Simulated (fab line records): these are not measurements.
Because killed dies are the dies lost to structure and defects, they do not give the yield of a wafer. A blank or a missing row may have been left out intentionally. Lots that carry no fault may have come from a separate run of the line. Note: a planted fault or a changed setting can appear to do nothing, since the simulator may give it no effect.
The same fault as seen by 2 desks :: flow sfq_line :: every desk sees just its own numbers, and what lay behind them comes last

THE TOOL OWNER'S DESK: rie_metal-01
The tool's own readings at SFQ_TRILAYER_M5_ETCH_METAL_ETCH_126 (etches Nb in Cl2/BCl3, stops on SiO2, time 203.2 s, target depth 265 nm): means of the sampled wafers that have a number, for each lot that ran on this tool. Any lot whose mean is over 4 standard deviations away from the usual mean is out of limits and marked OUT; that distance is given in the brackets.
Columns: A = chamber_pressure_mTorr at SFQ_TRILAYER_M5_ETCH_METAL_ETCH_126, usual 10.000 mTorr; B = drypump_motor_current_A at SFQ_TRILAYER_M5_ETCH_METAL_ETCH_126, usual 5.4 A; C = oes_product_au at SFQ_TRILAYER_M5_ETCH_METAL_ETCH_126, usual 0.726 a.u.; D = run_length_s at SFQ_TRILAYER_M5_ETCH_METAL_ETCH_126, usual 231.6 s
lot: L150
first seen here: day 46 03:34
A: 10.006
B: 5.0
C: 0.725
D: 231.6

lot: L151
first seen here: day 46 07:10
A: 9.990
B: 5.0
C: 0.734
D: 231.7

lot: L152
first seen here: day 46 10:15
A: 10.003
B: 5.0
C: 0.723
D: 231.6

lot: L157
first seen here: day 47 21:59
A: 9.999
B: 5.6
C: 0.724
D: 231.4

lot: L162
first seen here: day 49 15:01
A: 9.997
B: 5.5
C: 0.681 (-7.2) OUT
D: 259.4 (+42) OUT

lot: L164
first seen here: day 50 01:41
A: 10.006
B: 5.3
C: 0.695 (-5.0) OUT
D: 250.0 (+28) OUT
Finding of this desk: L162, L164 out of limits; the first was L162 at day 49 15:01, on oes_product_au at SFQ_TRILAYER_M5_ETCH_METAL_ETCH_126. Within limits: L150, L151, L152, L157.

METROLOGY DESK
Means of the sampled wafers that have a number, per lot and without regard to the tool the lot ran on: this is what the gauges read. Any lot whose mean is over 4 standard deviations away from the usual mean is out of limits and marked OUT; that distance is given in the brackets.
Columns: A = M6_OVL at SFQ_M6_OVL_MEAS_940, usual -1 nm
lot: L150
first seen here: day 58 16:46
A: -7

lot: L151
first seen here: day 59 01:10
A: 2

lot: L152
first seen here: day 59 05:58
A: 5

lot: L153
first seen here: day 59 09:34
A: -4

lot: L156
first seen here: day 60 21:34
A: -12

lot: L157
first seen here: day 61 01:10
A: -1

lot: L162
first seen here: day 62 15:10
A: -11

lot: L164
first seen here: day 63 01:44
A: 1

lot: L167
first seen here: day 63 17:21
A: 6

lot: L168
first seen here: day 63 21:41
A: -5

lot: L170
first seen here: day 65 05:29
A: -5

lot: L171
first seen here: day 65 15:11
A: 11

lot: L172
first seen here: day 65 16:24
A: -0

lot: L173
first seen here: day 65 21:11
A: -2
This desk's finding: nothing out of limits on any of the 14 lots.

TAKEN TOGETHER
The tool owner's desk had the chance to raise an alarm at day 49 15:01 on L162, L164.
From the metrology desk's view, nothing was out of limits.
The metrology desk holds a record of L162, L164, inside its limits.
Of the lots named, all ran SFQ_TRILAYER_M5_ETCH_METAL_ETCH_126 on rie_metal-01.

WHAT THE SIMULATOR HAD PUT IN
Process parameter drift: rie_metal-01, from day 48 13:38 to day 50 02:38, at SFQ_TRILAYER_M5_ETCH_METAL_ETCH_126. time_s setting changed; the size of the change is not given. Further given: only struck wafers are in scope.
Lots struck among those shown: L162, L164.
Hours from the fault's start to each desk's first reading out of limits: the tool owner's desk, 25.
